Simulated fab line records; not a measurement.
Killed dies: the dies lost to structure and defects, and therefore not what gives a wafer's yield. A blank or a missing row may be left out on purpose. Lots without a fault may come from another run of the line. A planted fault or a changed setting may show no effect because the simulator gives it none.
fab line records / flow gf180mcu
record: lots: 5 wafers: 15 last-day: 34
route steps=602 shown V2@391
lots that met no fault: taken from a fault-free run of the same line
start-h: the number of hours between the record's first day and the start of the first shown wafer of the lot / wait-h: how many hours have passed since the lot's step before this one / " as in the row above / L1.1+2: a row that stands for several wafers / - no value present, or no start provided / * or withheld: withheld / < > ~ a bound
route shown NAME@n: a module of which the file shows steps, and the number in the route of the first / usual: mean/standard deviation of fault-free wafers / same: alike in all rows / chamber/n: place in a boat / sites: per-site readings / _std_site: how widely they spread, as a standard deviation / _edge_site: outer sites' mean less inner sites' / radius-mm: for every site, how far away it sits from the centre of the wafer / mask NAME#n: copy n / behind: the tool/chamber that last shaped the wafer / hold: why the lot went on hold/how many hours it stayed there/how the hold came to an end / device: which transistor (n, p or np) failed to switch / end of line: tests of these same wafers at the route's end / a step given without rows: its recipe and nothing more / killed: dies lost to structure and defects at the first sort, not the wafer's yield / map: the dies of a wafer, with x for killed, . for not killed, _ for no die there
set.NAME: the run value of the setting; set.NAME@STEP: its run value at that earlier step / model.NAME: the simulator's own value behind a step, which no gauge read
lots at some steps of the route; a table a step, a row a wafer
services: a tool's chamber out of use, with start hour (start-h, from the record's first day; less than 0 if before it), hours out, and reason
== steps ==
step: GF_V2_COAT_09
recipe: resist: KrF spin-rpm: withheld resist-thk-nm: 1000
step: GF_V2_SOFTBAKE_10
recipe: temp-c: 130 time-s: 60 resist: KrF
step: GF_V2_EXPOSE_11
recipe: mask-id: Via2 target-cd-nm: 260 na: 0.68 source-shape: conventional sigma-outer: 0.6 dose-mj: 38
step: GF_V2_PEB_12
recipe: peb-temp-c: 135 peb-time-s: 90 resist: KrF
step: GF_V2_DEVELOP_13
recipe: develop-time-s: 60 resist: KrF dev-temp-c: 21
step: GF_V2_CD_MEAS_14
recipe: target-cd-nm: 260
usual: cd-nm: 260.2/1
lot.wafer=L738.1 tool=cd-sem-02 chamber=- start-h=482.98 wait-h=0.1 cd-nm=260.7
lot.wafer=L738.5 tool=cd-sem-02 chamber=- start-h=482.98 wait-h=0.1 cd-nm=261.9
lot.wafer=L738.6 tool=cd-sem-02 chamber=- start-h=482.98 wait-h=0.1 cd-nm=260.0
lot.wafer=L745.1 tool=cd-sem-01 chamber=- start-h=544.78 wait-h=0.1 cd-nm=260.4
lot.wafer=L745.2 tool=cd-sem-01 chamber=- start-h=544.78 wait-h=0.1 cd-nm=261.4
lot.wafer=L745.6 tool=cd-sem-01 chamber=- start-h=544.78 wait-h=0.1 cd-nm=259.6
lot.wafer=L755.1 tool=cd-sem-01 chamber=- start-h=624.77 wait-h=0.1 cd-nm=257.9
lot.wafer=L755.2 tool=cd-sem-01 chamber=- start-h=624.77 wait-h=0.1 cd-nm=259.1
lot.wafer=L755.3 tool=cd-sem-01 chamber=- start-h=624.77 wait-h=0.1 cd-nm=258.8
lot.wafer=L756.3 tool=cd-sem-02 chamber=- start-h=625.16 wait-h=0.1 cd-nm=262.2
lot.wafer=L756.4 tool=cd-sem-02 chamber=- start-h=625.16 wait-h=0.1 cd-nm=259.8
lot.wafer=L756.5 tool=cd-sem-02 chamber=- start-h=625.16 wait-h=0.1 cd-nm=260.4
lot.wafer=L760.2 tool=cd-sem-02 chamber=- start-h=647.75 wait-h=0.1 cd-nm=259.6
lot.wafer=L760.3 tool=cd-sem-02 chamber=- start-h=647.75 wait-h=0.1 cd-nm=259.4
lot.wafer=L760.5 tool=cd-sem-02 chamber=- start-h=647.75 wait-h=0.1 cd-nm=258.7
step: GF_V2_OVL_MEAS_15
usual: V2_OVL: -2/5.7
lot.wafer=L738.1 tool=overlay-01 chamber=- start-h=483.10 wait-h=0.1 V2_OVL[nm]=6
lot.wafer=L738.5 tool=overlay-01 chamber=- start-h=483.10 wait-h=0.1 V2_OVL[nm]=-1
lot.wafer=L738.6 tool=overlay-01 chamber=- start-h=483.10 wait-h=0.1 V2_OVL[nm]=2
lot.wafer=L745.1 tool=overlay-01 chamber=- start-h=544.90 wait-h=0.1 V2_OVL[nm]=-10
lot.wafer=L745.2 tool=overlay-01 chamber=- start-h=544.90 wait-h=0.1 V2_OVL[nm]=6
lot.wafer=L745.6 tool=overlay-01 chamber=- start-h=544.90 wait-h=0.1 V2_OVL[nm]=1
lot.wafer=L755.1 tool=overlay-02 chamber=- start-h=624.89 wait-h=0.1 V2_OVL[nm]=5
lot.wafer=L755.2 tool=overlay-02 chamber=- start-h=624.89 wait-h=0.1 V2_OVL[nm]=4
lot.wafer=L755.3 tool=overlay-02 chamber=- start-h=624.89 wait-h=0.1 V2_OVL[nm]=9
lot.wafer=L756.3 tool=overlay-01 chamber=- start-h=625.25 wait-h=0.1 V2_OVL[nm]=1
lot.wafer=L756.4 tool=overlay-01 chamber=- start-h=625.25 wait-h=0.1 V2_OVL[nm]=-1
lot.wafer=L756.5 tool=overlay-01 chamber=- start-h=625.25 wait-h=0.1 V2_OVL[nm]=-7
lot.wafer=L760.2 tool=overlay-02 chamber=- start-h=647.86 wait-h=0.1 V2_OVL[nm]=7
lot.wafer=L760.3 tool=overlay-02 chamber=- start-h=647.86 wait-h=0.1 V2_OVL[nm]=3
lot.wafer=L760.5 tool=overlay-02 chamber=- start-h=647.86 wait-h=0.1 V2_OVL[nm]=3
step: GF_V2_ETCH_16
recipe: chemistry: N2/H2 target-depth-a: withheld overetch-a: withheld time-s: withheld target: BARC ion-energy-ev: 200 source-w: 500 bias-w: 100 pressure-mtorr: 30 n2-flow-sccm: 100 h2-flow-sccm: 200
usual: drypump-motor-current-A: 5.6/0.54 oes-product-au: 0.855/0.0045 throttle-valve-pct: 13.225/0.0096
lot.wafer=L738.1 tool=rie-diel-03 chamber=2 start-h=483.14 wait-h=0.0 drypump-motor-current-A=5.3 oes-product-au=0.851 throttle-valve-pct=13.222
lot.wafer=L738.5 tool=rie-diel-03 chamber=2 start-h=483.14 wait-h=0.0 drypump-motor-current-A=5.3 oes-product-au=0.863 throttle-valve-pct=13.230
lot.wafer=L738.6 tool=rie-diel-03 chamber=1 start-h=483.14 wait-h=0.0 drypump-motor-current-A=6.3 oes-product-au=0.857 throttle-valve-pct=13.222
lot.wafer=L745.1 tool=rie-diel-03 chamber=2 start-h=544.94 wait-h=0.0 drypump-motor-current-A=5.3 oes-product-au=0.850 throttle-valve-pct=13.214
lot.wafer=L745.2 tool=rie-diel-03 chamber=0 start-h=544.94 wait-h=0.0 drypump-motor-current-A=4.8 oes-product-au=0.851 throttle-valve-pct=13.227
lot.wafer=L745.6 tool=rie-diel-03 chamber=3 start-h=544.94 wait-h=0.0 drypump-motor-current-A=5.9 oes-product-au=0.865 throttle-valve-pct=13.234
lot.wafer=L755.1 tool=rie-diel-03 chamber=0 start-h=624.93 wait-h=0.0 drypump-motor-current-A=4.9 oes-product-au=0.850 throttle-valve-pct=13.212
lot.wafer=L755.2 tool=rie-diel-03 chamber=3 start-h=624.93 wait-h=0.0 drypump-motor-current-A=5.9 oes-product-au=0.860 throttle-valve-pct=13.224
lot.wafer=L755.3 tool=rie-diel-03 chamber=1 start-h=624.93 wait-h=0.0 drypump-motor-current-A=6.3 oes-product-au=0.854 throttle-valve-pct=13.221
lot.wafer=L756.3 tool=rie-diel-01 chamber=1 start-h=625.28 wait-h=0.0 drypump-motor-current-A=5.9 oes-product-au=0.854 throttle-valve-pct=13.222
lot.wafer=L756.4 tool=rie-diel-01 chamber=1 start-h=625.28 wait-h=0.0 drypump-motor-current-A=5.9 oes-product-au=0.849 throttle-valve-pct=13.237
lot.wafer=L756.5 tool=rie-diel-01 chamber=0 start-h=625.28 wait-h=0.0 drypump-motor-current-A=6.7 oes-product-au=0.858 throttle-valve-pct=13.223
lot.wafer=L760.2 tool=rie-diel-01 chamber=3 start-h=647.89 wait-h=0.0 drypump-motor-current-A=5.0 oes-product-au=0.855 throttle-valve-pct=13.236
lot.wafer=L760.3 tool=rie-diel-01 chamber=1 start-h=647.89 wait-h=0.0 drypump-motor-current-A=5.9 oes-product-au=0.855 throttle-valve-pct=13.222
lot.wafer=L760.5 tool=rie-diel-01 chamber=0 start-h=647.89 wait-h=0.0 drypump-motor-current-A=6.6 oes-product-au=0.844 throttle-valve-pct=13.222
step: GF_V2_ETCH_17
recipe: chemistry: C4F8/O2/Ar mask-material: KrF target: SiO2 stop-on: TiN source-w: 1500 bias-w: 1200 pressure-mtorr: 40 c4f8-flow-sccm: withheld O2_flow_sccm: 6 Ar_flow_sccm: 300 time-s: withheld target-depth-a: 6300
usual: oes-product-au: 0.857/0.0044
lot.wafer=L738.1 tool=rie-diel-03 chamber=2 start-h=- wait-h=- oes-product-au=0.854
lot.wafer=L738.5 tool=rie-diel-03 chamber=2 start-h=- wait-h=- oes-product-au=0.852
lot.wafer=L738.6 tool=rie-diel-03 chamber=1 start-h=- wait-h=- oes-product-au=0.857
lot.wafer=L745.1 tool=rie-diel-03 chamber=2 start-h=- wait-h=- oes-product-au=0.855
lot.wafer=L745.2 tool=rie-diel-03 chamber=0 start-h=- wait-h=- oes-product-au=0.866
lot.wafer=L745.6 tool=rie-diel-03 chamber=3 start-h=- wait-h=- oes-product-au=0.866
lot.wafer=L755.1 tool=rie-diel-03 chamber=0 start-h=- wait-h=- oes-product-au=0.856
lot.wafer=L755.2 tool=rie-diel-03 chamber=3 start-h=- wait-h=- oes-product-au=0.851
lot.wafer=L755.3 tool=rie-diel-03 chamber=1 start-h=- wait-h=- oes-product-au=0.859
lot.wafer=L756.3 tool=rie-diel-01 chamber=1 start-h=- wait-h=- oes-product-au=0.855
lot.wafer=L756.4 tool=rie-diel-01 chamber=1 start-h=- wait-h=- oes-product-au=0.862
lot.wafer=L756.5 tool=rie-diel-01 chamber=0 start-h=- wait-h=- oes-product-au=0.856
lot.wafer=L760.2 tool=rie-diel-01 chamber=3 start-h=- wait-h=- oes-product-au=0.859
lot.wafer=L760.3 tool=rie-diel-01 chamber=1 start-h=- wait-h=- oes-product-au=0.855
lot.wafer=L760.5 tool=rie-diel-01 chamber=0 start-h=- wait-h=- oes-product-au=0.854
step: GF_V2_STRIP_18
recipe: chemistry: O2/N2 power-w: 1400 pressure-mtorr: 1500 platen-temp-c: 250 o2-flow-sccm: 3000 n2-flow-sccm: 300 overash-fraction: 0.5
usual: drypump-motor-current-A: 6.2/0.47 heater-power-w: 345/29 oes-product-au: 0.591/0.0052
lot.wafer=L738.1 tool=plasma-asher-01 chamber=0 start-h=483.27 wait-h=- drypump-motor-current-A=6.2 heater-power-w=347 oes-product-au=0.597 rf-hours-counter-h=82
lot.wafer=L738.5 tool=plasma-asher-01 chamber=0 start-h=483.27 wait-h=- drypump-motor-current-A=6.3 heater-power-w=350 oes-product-au=0.591 rf-hours-counter-h=-
lot.wafer=L738.6 tool=plasma-asher-01 chamber=1 start-h=483.27 wait-h=- drypump-motor-current-A=6.2 heater-power-w=322 oes-product-au=0.595 rf-hours-counter-h=-
lot.wafer=L745.1 tool=plasma-asher-04 chamber=1 start-h=545.07 wait-h=- drypump-motor-current-A=6.5 heater-power-w=404 oes-product-au=0.584 rf-hours-counter-h=11
lot.wafer=L745.2 tool=plasma-asher-04 chamber=0 start-h=545.07 wait-h=- drypump-motor-current-A=5.3 heater-power-w=332 oes-product-au=0.593 rf-hours-counter-h=11
lot.wafer=L745.6 tool=plasma-asher-04 chamber=0 start-h=545.07 wait-h=- drypump-motor-current-A=5.3 heater-power-w=327 oes-product-au=0.591 rf-hours-counter-h=-
lot.wafer=L755.1 tool=plasma-asher-04 chamber=0 start-h=625.06 wait-h=- drypump-motor-current-A=5.3 heater-power-w=333 oes-product-au=0.597 rf-hours-counter-h=19
lot.wafer=L755.2 tool=plasma-asher-04 chamber=1 start-h=625.06 wait-h=- drypump-motor-current-A=6.5 heater-power-w=389 oes-product-au=0.602 rf-hours-counter-h=19
lot.wafer=L755.3 tool=plasma-asher-04 chamber=1 start-h=625.06 wait-h=- drypump-motor-current-A=6.5 heater-power-w=400 oes-product-au=0.594 rf-hours-counter-h=-
lot.wafer=L756.3 tool=plasma-asher-03 chamber=1 start-h=625.44 wait-h=- drypump-motor-current-A=6.5 heater-power-w=348 oes-product-au=0.595 rf-hours-counter-h=-
lot.wafer=L756.4 tool=plasma-asher-03 chamber=0 start-h=625.44 wait-h=- drypump-motor-current-A=6.7 heater-power-w=307 oes-product-au=0.591 rf-hours-counter-h=-
lot.wafer=L756.5 tool=plasma-asher-03 chamber=0 start-h=625.44 wait-h=- drypump-motor-current-A=6.7 heater-power-w=310 oes-product-au=0.586 rf-hours-counter-h=-
lot.wafer=L760.2 tool=plasma-asher-04 chamber=1 start-h=648.02 wait-h=- drypump-motor-current-A=6.5 heater-power-w=391 oes-product-au=0.583 rf-hours-counter-h=22
lot.wafer=L760.3 tool=plasma-asher-04 chamber=1 start-h=648.02 wait-h=- drypump-motor-current-A=6.5 heater-power-w=393 oes-product-au=0.587 rf-hours-counter-h=-
lot.wafer=L760.5 tool=plasma-asher-04 chamber=1 start-h=648.02 wait-h=- drypump-motor-current-A=6.5 heater-power-w=394 oes-product-au=0.590 rf-hours-counter-h=-
step: GF_V2_STRIP_19
recipe: chemistry: post-etch-residue-remover time-s: 1200 temp-c: 72.5
step: GF_V2_CLEAN_20
recipe: chemistry: DIW dry: n2-spin
step: GF_V2_SPUTTER_21
recipe: material: Ti target-thk-nm: 15 chamber-pressure-pa: 5 power-w: 2500 substrate-temp-c: 200 time-s: 80.02
usual: throttle-valve-pct: 29.9/1.1
lot.wafer=L738.1 tool=pvd-sputter-02 chamber=- start-h=483.81 wait-h=0.0 throttle-valve-pct=31.9 model.Ti_of_V2_SPUTTER_21.thk-nm=14.88
lot.wafer=L738.5 tool=pvd-sputter-02 chamber=- start-h=483.81 wait-h=0.0 throttle-valve-pct=30.2 model.Ti_of_V2_SPUTTER_21.thk-nm=14.52
lot.wafer=L738.6 tool=pvd-sputter-02 chamber=- start-h=483.81 wait-h=0.0 throttle-valve-pct=29.1 model.Ti_of_V2_SPUTTER_21.thk-nm=14.81
lot.wafer=L745.1 tool=pvd-sputter-03 chamber=- start-h=545.64 wait-h=0.0 throttle-valve-pct=29.4 model.Ti_of_V2_SPUTTER_21.thk-nm=15.06
lot.wafer=L745.2 tool=pvd-sputter-03 chamber=- start-h=545.64 wait-h=0.0 throttle-valve-pct=28.8 model.Ti_of_V2_SPUTTER_21.thk-nm=15.36
lot.wafer=L745.6 tool=pvd-sputter-03 chamber=- start-h=545.64 wait-h=0.0 throttle-valve-pct=30.9 model.Ti_of_V2_SPUTTER_21.thk-nm=6.235
lot.wafer=L755.1 tool=pvd-sputter-03 chamber=- start-h=625.59 wait-h=0.0 throttle-valve-pct=28.1 model.Ti_of_V2_SPUTTER_21.thk-nm=14.62
lot.wafer=L755.2 tool=pvd-sputter-03 chamber=- start-h=625.59 wait-h=0.0 throttle-valve-pct=30.8 model.Ti_of_V2_SPUTTER_21.thk-nm=14.94
lot.wafer=L755.3 tool=pvd-sputter-03 chamber=- start-h=625.59 wait-h=0.0 throttle-valve-pct=29.0 model.Ti_of_V2_SPUTTER_21.thk-nm=14.6
lot.wafer=L756.3 tool=pvd-sputter-02 chamber=- start-h=625.94 wait-h=0.0 throttle-valve-pct=29.1 model.Ti_of_V2_SPUTTER_21.thk-nm=15.37
lot.wafer=L756.4 tool=pvd-sputter-02 chamber=- start-h=625.94 wait-h=0.0 throttle-valve-pct=30.9 model.Ti_of_V2_SPUTTER_21.thk-nm=15.33
lot.wafer=L756.5 tool=pvd-sputter-02 chamber=- start-h=625.94 wait-h=0.0 throttle-valve-pct=32.1 model.Ti_of_V2_SPUTTER_21.thk-nm=15.53
lot.wafer=L760.2 tool=pvd-sputter-02 chamber=- start-h=648.61 wait-h=0.0 throttle-valve-pct=29.0 model.Ti_of_V2_SPUTTER_21.thk-nm=14.97
lot.wafer=L760.3 tool=pvd-sputter-02 chamber=- start-h=648.61 wait-h=0.0 throttle-valve-pct=31.0 model.Ti_of_V2_SPUTTER_21.thk-nm=14.69
lot.wafer=L760.5 tool=pvd-sputter-02 chamber=- start-h=648.61 wait-h=0.0 throttle-valve-pct=30.9 model.Ti_of_V2_SPUTTER_21.thk-nm=14.83
step: GF_V2_SPUTTER_22
recipe: material: TiN target-thk-nm: 10 chamber-pressure-pa: 5 power-w: 4000 time-s: 40
usual: throttle-valve-pct: 30.0/1
lot.wafer=L738.1 tool=pvd-sputter-02 chamber=- start-h=483.87 wait-h=0.0 throttle-valve-pct=31.7
lot.wafer=L738.5 tool=pvd-sputter-02 chamber=- start-h=483.87 wait-h=0.0 throttle-valve-pct=30.5
lot.wafer=L738.6 tool=pvd-sputter-02 chamber=- start-h=483.87 wait-h=0.0 throttle-valve-pct=29.2
lot.wafer=L745.1 tool=pvd-sputter-03 chamber=- start-h=545.70 wait-h=0.0 throttle-valve-pct=29.3
lot.wafer=L745.2 tool=pvd-sputter-03 chamber=- start-h=545.70 wait-h=0.0 throttle-valve-pct=29.1
lot.wafer=L745.6 tool=pvd-sputter-03 chamber=- start-h=545.70 wait-h=0.0 throttle-valve-pct=30.8
lot.wafer=L755.1 tool=pvd-sputter-03 chamber=- start-h=625.65 wait-h=0.0 throttle-valve-pct=28.3
lot.wafer=L755.2 tool=pvd-sputter-03 chamber=- start-h=625.65 wait-h=0.0 throttle-valve-pct=30.7
lot.wafer=L755.3 tool=pvd-sputter-03 chamber=- start-h=625.65 wait-h=0.0 throttle-valve-pct=29.0
lot.wafer=L756.3 tool=pvd-sputter-02 chamber=- start-h=626.00 wait-h=0.0 throttle-valve-pct=29.0
lot.wafer=L756.4 tool=pvd-sputter-02 chamber=- start-h=626.00 wait-h=0.0 throttle-valve-pct=31.3
lot.wafer=L756.5 tool=pvd-sputter-02 chamber=- start-h=626.00 wait-h=0.0 throttle-valve-pct=31.7
lot.wafer=L760.2 tool=pvd-sputter-02 chamber=- start-h=648.67 wait-h=0.0 throttle-valve-pct=29.1
lot.wafer=L760.3 tool=pvd-sputter-02 chamber=- start-h=648.67 wait-h=0.0 throttle-valve-pct=31.0
lot.wafer=L760.5 tool=pvd-sputter-02 chamber=- start-h=648.67 wait-h=0.0 throttle-valve-pct=30.9
== services ==
tool=plasma-asher-04 chamber=- start-h=473.74 hours=14.6 kind=pm
tool=pvd-sputter-02 chamber=- start-h=507.27 hours=22.3 kind=repair
tool=rie-diel-01 chamber=1 start-h=508.52 hours=5.9 kind=repair
tool=pvd-sputter-02 chamber=- start-h=525.05 hours=1.4 kind=repair
tool=rie-diel-03 chamber=1 start-h=533.39 hours=14.3 kind=repair
tool=pvd-sputter-02 chamber=- start-h=543.64 hours=8.2 kind=repair
tool=rie-diel-03 chamber=- start-h=565.62 hours=0.8 kind=repair
tool=pvd-sputter-03 chamber=3 start-h=572.58 hours=- kind=consumable-replace:kit
tool=pvd-sputter-03 chamber=3 start-h=572.58 hours=18.0 kind=scheduled-down
tool=pvd-sputter-03 chamber=3 start-h=572.58 hours=18.0 kind=vent-cycle
tool=rie-diel-01 chamber=1 start-h=580.13 hours=- kind=clean
tool=rie-diel-01 chamber=1 start-h=580.13 hours=20.9 kind=scheduled-down
tool=rie-diel-01 chamber=1 start-h=580.13 hours=20.9 kind=vent-cycle
tool=pvd-sputter-02 chamber=- start-h=591.56 hours=0.6 kind=repair
tool=plasma-asher-04 chamber=- start-h=599.29 hours=1.2 kind=repair
tool=rie-diel-01 chamber=1 start-h=605.86 hours=8.9 kind=repair
tool=pvd-sputter-03 chamber=- start-h=609.21 hours=2.7 kind=repair
tool=rie-diel-03 chamber=2 start-h=612.56 hours=2.6 kind=repair
tool=rie-diel-03 chamber=2 start-h=615.18 hours=- kind=clean
tool=rie-diel-03 chamber=2 start-h=615.18 hours=22.0 kind=scheduled-down
tool=rie-diel-03 chamber=2 start-h=615.18 hours=22.0 kind=vent-cycle
tool=rie-diel-01 chamber=2 start-h=624.86 hours=69.0 kind=repair
== key ==
first-sign none at tools or gauges
model-effect: step: GF_V2_SPUTTER_21 value: Ti_of_V2_SPUTTER_21.thk-nm without: 15.59 struck: 6.235
met-at GF_V2_SPUTTER_21
struck-wafers L745.6
fault: kind: process-parameter-drift tool: pvd-sputter-03 chamber: - onset-h: 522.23 steps: GF_V2_SPUTTER_21 channel: target-thk-nm offset: -9.3521 shape: step end-h: 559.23 scope: struck-wafers-only acts-in: these-recipes-only stated: 15
